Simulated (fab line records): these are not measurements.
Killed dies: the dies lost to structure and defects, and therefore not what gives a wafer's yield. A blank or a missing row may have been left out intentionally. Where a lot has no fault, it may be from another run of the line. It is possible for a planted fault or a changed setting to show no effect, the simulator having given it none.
One fault through the eyes of 2 desks :: flow sky130 :: numbers are kept per desk, each desk with only its own; the story behind them comes last

## THE TOOL OWNER'S DESK: pvd-sputter-03
The tool's own readings at SKY_LOCAL_INTERCONNECT_SPUTTER_00 (material TiN, target thk 100 nm, time 83.3 s): means of the sampled wafers that have a number, for each lot that ran on this tool. A lot is out of limits, marked OUT, if its mean lies more than 4 standard deviations from the usual mean; the brackets give that distance.
Columns: A = throttle-valve-pct at SKY_LOCAL_INTERCONNECT_SPUTTER_00, usual 30.5 %
lot: L712
first seen here: day 29 08:11
A: 30.6

lot: L720
first seen here: day 32 07:18
A: 30.3

lot: L721
first seen here: day 32 14:25
A: 30.7

lot: L722
first seen here: day 33 01:32
A: 30.5

lot: L728
first seen here: day 34 21:29
A: 30.6
This desk's verdict: no lot among the 5 shows anything out of limits.

## AT THE METROLOGY DESK
Lot by lot, what the gauges showed, no matter which tool ran the lot: averages of those sampled wafers that carry a number. A lot is out of limits, marked OUT, if its mean lies more than 4 standard deviations from the usual mean; the brackets give that distance.
Columns: A = LOCAL_INTERCONNECT_TIN_RS at SKY_LOCAL_INTERCONNECT_RS_MEAS_01, usual 14.75 ohm/sq; B = LOCAL_INTERCONNECT_TIN_THK at SKY_LOCAL_INTERCONNECT_THK_MEAS_02, usual 96.8 nm
lot: L712
first seen here: day 29 08:18
A: 14.84
B: 97.1

lot: L713
first seen here: day 29 15:47
A: 14.80
B: 95.7

lot: L717
first seen here: day 31 01:16
A: 14.61
B: 96.9

lot: L718
first seen here: day 31 14:13
A: 14.68
B: 98.2

lot: L719
first seen here: day 32 00:13
A: 14.66
B: 96.5

lot: L720
first seen here: day 32 07:22
A: 14.56
B: 98.5

lot: L721
first seen here: day 32 14:32
A: 14.96
B: 96.5

lot: L722
first seen here: day 33 01:37
A: 14.80
B: 97.1

lot: L724
first seen here: day 33 13:03
A: 14.50
B: 98.9

lot: L728
first seen here: day 34 21:32
A: 11.54 (-18) OUT
B: 125.1 (+20) OUT

lot: L731
first seen here: day 35 19:23
A: 14.84
B: 95.7

lot: L732
first seen here: day 35 21:13
A: 14.62
B: 96.8

lot: L733
first seen here: day 36 09:13
A: 14.66
B: 96.4
This desk's finding: out of limits on L728; first on L728, day 34 21:32 (LOCAL_INTERCONNECT_TIN_RS at SKY_LOCAL_INTERCONNECT_RS_MEAS_01). L712, L713, L717, L718, L719, L720, L721, L722, L724, L731, L732, L733 stayed within limits.

## PUT TOGETHER
L728 would have let the metrology desk raise an alarm at day 34 21:32.
The desk of the tool owner found nothing out of limits.
Tool owner's desk: L728 on record, inside its limits.
All the named lots went through SKY_LOCAL_INTERCONNECT_SPUTTER_00 on pvd-sputter-03.

## WHAT THE SIMULATOR PUT IN
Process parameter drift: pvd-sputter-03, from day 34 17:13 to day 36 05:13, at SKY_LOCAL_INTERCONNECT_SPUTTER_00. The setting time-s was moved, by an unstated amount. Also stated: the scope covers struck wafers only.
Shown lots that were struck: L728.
Time in hours between the start of the fault and the first out-of-limits reading at each desk: metrology desk, 4.
